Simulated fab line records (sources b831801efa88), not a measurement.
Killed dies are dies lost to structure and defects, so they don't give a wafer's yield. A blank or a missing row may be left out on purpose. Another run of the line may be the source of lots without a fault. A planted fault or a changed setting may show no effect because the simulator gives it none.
Split-lot trial | flow sfqLine | route with 325 steps; 5 lots, 19 wafers read

== SPLIT DETAILS ==
At SFQ_TRILAYER_R5_LITHO_COAT_136 (resist thk 600 nm), the setting spinRpm was moved away from the recipe's 3000 rpm on 4 of the 19 wafers read, by -4.9% to +5.7%. For the rest of the wafers, this setting stayed at what the recipe calls for.

The reading comes from the split's own step.

== THE READING ==
KrF_of_TRILAYER_R5_LITHO_COAT_136.thkNm (the simulator's own value, which no gauge read), in nm, at SFQ_TRILAYER_R5_LITHO_COAT_136 (resist thk 600 nm). No usual value for it is given in the file. Average 600.9 nm, standard deviation 1.1 nm, over the 15 wafers here run with the recipe.

wafer  | tool, chamber at the split | spinRpm as run, rpm | against the recipe | KrF_of_TRILAYER_R5_LITHO_COAT_136.thkNm, nm | against lot-mates on the recipe
L075.1 | lithoTrack-02, 0           | 3000                | recipe             | 602.7                                       | -
L075.3 | lithoTrack-02, 0           | 3000                | recipe             | 600.9                                       | -
L075.4 | lithoTrack-02, 0           | 3000                | recipe             | 602.3                                       | -
L076.1 | lithoTrack-02, 0           | 3000                | recipe             | 600.1                                       | -
L076.2 | lithoTrack-02, 0           | 3000                | recipe             | 600.7                                       | -
L076.3 | lithoTrack-02, 0           | 3000                | recipe             | 602.5                                       | -
L076.4 | lithoTrack-02, 0           | 3170                | +5.7%              | 585.4                                       | -15.7
L076.5 | lithoTrack-02, 0           | 3170                | +5.7%              | 584.9                                       | -16.2
L079.1 | lithoTrack-01, 0           | 2853                | -4.9%              | 618.1                                       | +16.0
L079.3 | lithoTrack-01, 0           | 3000                | recipe             | 602.1                                       | -
L079.6 | lithoTrack-01, 0           | 2853                | -4.9%              | 618.2                                       | +16.1
L082.1 | lithoTrack-02, 0           | 3000                | recipe             | 599                                         | -
L082.2 | lithoTrack-02, 0           | 3000                | recipe             | 600.3                                       | -
L082.4 | lithoTrack-02, 0           | 3000                | recipe             | 600.4                                       | -
L085.1 | lithoTrack-01, 0           | 3000                | recipe             | 599.7                                       | -
L085.4 | lithoTrack-01, 0           | 3000                | recipe             | 599.7                                       | -
L085.2 | lithoTrack-01, 0           | 3000                | recipe             | 601.4                                       | -
L085.3 | lithoTrack-01, 0           | 3000                | recipe             | 601.1                                       | -
L085.6 | lithoTrack-01, 0           | 3000                | recipe             | 600.4                                       | -

FIT RESULTS
A straight line over all 19 wafers: KrF_of_TRILAYER_R5_LITHO_COAT_136.thkNm changes by -3.1 nm for each +1% of spinRpm; r = -0.99; the points scatter about the line by 1.3 nm.
The same after taking each lot's own level away (the mean of its wafers on the recipe; 19 wafers): -3.02 nm for each +1%; r = -0.99; scatter 0.89 nm.
Per that fit: largest spinRpm move, reading shift of 17 nm.
From 599.90 to 602.10 nm: that is the span of the lots' own levels, equal to 2.0 times the standard deviation above.
The two slopes are in agreement: the lot-to-lot level therefore moves the slope only a little.
Check: -17.4 nm against its lot-mates is what the line predicts for one of the wafers moved furthest among these (+5.7%) when that wafer is left out of the fit. Against them it came out at -15.7 nm.

== FURTHER SPLITS ON THESE WAFERS ==
These wafers also went through other splits before the reading. Each is held against what the fit with the lots' levels taken away leaves over:
other split on the same wafers                             | wafers away from the commonest value | r with KrF_of_TRILAYER_R5_LITHO_COAT_136.thkNm (lot level and that fit taken away)
SFQ_TRILAYER_I4_VIA_BARC_OPEN_VIA_ETCH_146 timeS           | 7                                    | +0.16
SFQ_TRILAYER_JJ_TRILAYER_DEP_SPUTTER_110 chamberPressurePa | 14                                   | -0.04
SFQ_TRILAYER_JJ_CE_LITHO_COAT_114 resistThkNm              | 4                                    | -0.11
SFQ_TRILAYER_M5_LITHO_EXPOSE_124 doseMj                    | 10                                   | +0.12
SFQ_TRILAYER_M5_BARC_OPEN_METAL_ETCH_161 pressureMtorr     | 11                                   | +0.08

== THE FILE'S OWN FIT ==
KrF_of_TRILAYER_R5_LITHO_COAT_136.thkNm changes by -2.95 nm for each +1% of spinRpm, r = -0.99.
